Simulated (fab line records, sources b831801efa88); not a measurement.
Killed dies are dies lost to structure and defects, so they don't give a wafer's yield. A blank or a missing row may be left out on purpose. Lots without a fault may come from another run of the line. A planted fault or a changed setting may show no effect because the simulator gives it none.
One fault seen from 2 desks | flow sky130 | each desk has only its own numbers; what lay behind them comes last

THE METROLOGY DESK
What the gauges read, lot by lot, whatever tool the lot ran on: means of the sampled wafers that have a number. A lot is out of limits, marked OUT, if its mean lies more than 4 standard deviations from the usual mean; the brackets give that distance.
Columns: A = VIA4_BOW at SKY_VIA4_BOW_MEAS_03, usual 82 um
lot  | first seen here | A
L327 | day 42 17:57    | 81
L331 | day 42 19:24    | 90
L326 | day 42 19:53    | 85
L330 | day 42 20:29    | 89
L333 | day 42 22:38    | 84
L334 | day 43 22:59    | 75
L335 | day 43 23:52    | 90
L336 | day 44 03:34    | 82
L338 | day 48 03:26    | 75
L339 | day 48 04:23    | 84
L340 | day 48 04:29    | 82
L345 | day 48 04:53    | 77
L348 | day 48 14:11    | 86
L349 | day 48 14:53    | 83
This desk's finding: nothing out of limits on any of the 14 lots.

THE TOOL OWNER'S DESK: litho_track-01
The tool's own readings at SKY_METAL5_PEB_12: means of the sampled wafers that have a number, for each lot that ran on this tool. A lot is out of limits, marked OUT, if its mean lies more than 4 standard deviations from the usual mean; the brackets give that distance.
Columns: A = exhaust_pa at SKY_METAL5_PEB_12, usual 45.0 Pa
lot  | first seen here | A
L327 | day 44 16:11    | 44.9
L331 | day 44 17:59    | 45.5
L326 | day 44 18:17    | 45.0
L335 | day 45 23:14    | 44.5
L339 | day 49 18:22    | 44.3
This desk's finding: nothing out of limits on any of the 5 lots.

PUT TOGETHER
The metrology desk saw nothing out of limits.
The tool owner's desk saw nothing out of limits.

WHAT THE SIMULATOR HAD PUT IN
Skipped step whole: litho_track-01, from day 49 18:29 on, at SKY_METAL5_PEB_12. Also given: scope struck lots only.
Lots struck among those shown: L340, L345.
